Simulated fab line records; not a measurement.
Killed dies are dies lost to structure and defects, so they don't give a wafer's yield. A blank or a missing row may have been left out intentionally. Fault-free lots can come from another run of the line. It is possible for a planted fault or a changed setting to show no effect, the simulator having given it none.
Struck lot and sound lot, side by side | flow sky130 | 12 out of 708 route steps
Sound: wafers L431.2, L431.4, L431.5. Wafers struck: L442.1, L442.3, L442.4. The cause comes at the end.
Order at every step that has rows: each side's tool, ch and its chambers, its first start. Under that, the readings that differ: sound wafers | struck wafers | difference of the means | sigmas: that difference in standard deviations of wafers without a fault.
alike: readings with means less than 2 such deviations apart, plus words and numbers identical on both sides. not compared: withheld readings, readings lacking a value on some wafer, bounds such as >300 that could conceal the same value, and numbers that have no deviation in the record and whose values overlap.
The two part at a step that has a row with sigmas, a row that says differs or no value, or rows on one side only. Numbers that have no deviation but don't overlap get no sigmas and don't part them. Lack of a reading on every wafer of one side parts them only where that side has two or more wafers.

SKY_FIELD_ISO_BOW_MEAS_00:
  sound on film_metro-02 at day 3 02:01; struck on film_metro-04 at day 5 09:00
  alike: INCOMING_BOW
then, 1 step without rows for these wafers: SKY_FIELD_ISO_OXIDATION_01 (stabilise 600 s, purge 300 s, target thk 12 nm).
SKY_FIELD_ISO_THK_MEAS_02:
  sound on film_metro-04 at day 3 04:29; struck on film_metro-02 at day 5 10:38
  alike: FIELD_ISO_OXIDATION_00_THK
then, 1 step without rows for these wafers: SKY_FIELD_ISO_CVD_03 (deposits Si3N4 from DCS/NH3, target thk 165 nm, time 2830 s).
SKY_FIELD_ISO_THK_MEAS_04:
  sound on film_metro-02 at day 3 07:18; struck on film_metro-02 at day 5 12:29
  reading                   | sound             | struck            | difference | sigmas
  FIELD_ISO_CVD_03_THK (nm) | 168.1 169.0 167.6 | 164.1 163.7 164.0 | -4.3       | -3
then, 4 steps without rows for these wafers: SKY_FIELD_ISO_DEHYDRATE_05 (time 60 s); SKY_FIELD_ISO_HMDS_06 (prime time 60 s); SKY_FIELD_ISO_COAT_07 (resist thk 60 nm); SKY_FIELD_ISO_COAT_08 (resist thk 450 nm).
SKY_FIELD_ISO_SOFTBAKE_09: time 90 s.
  sound on litho_track-01 ch 0, day 3 15:00; struck on litho_track-02 ch 0, day 5 21:00
  reading                  | sound              | struck            | difference | sigmas
  heater_power_total_W (W) | 57.46 57.48 57.24  | 55.97 56.07 55.81 | -1.44      | -12
  plate_temp_C (C)         | 99.93 99.99 100.02 | 98.01 98.12 98.15 | -1.89      | -15
then, 1 step without rows for these wafers: SKY_FIELD_ISO_EXPOSE_10 (exposes mask FOM, target cd 150 nm).
SKY_PAD_OPEN_PROBE_99:
  rows exist in the record for the sound wafers here (prober-01, day 47 18:56), none for the struck ones

WHERE THEY PART
At SKY_FIELD_ISO_THK_MEAS_04 first; at SKY_PAD_OPEN_PROBE_99 last (within this record only).

WHY: the cause the simulator had injected
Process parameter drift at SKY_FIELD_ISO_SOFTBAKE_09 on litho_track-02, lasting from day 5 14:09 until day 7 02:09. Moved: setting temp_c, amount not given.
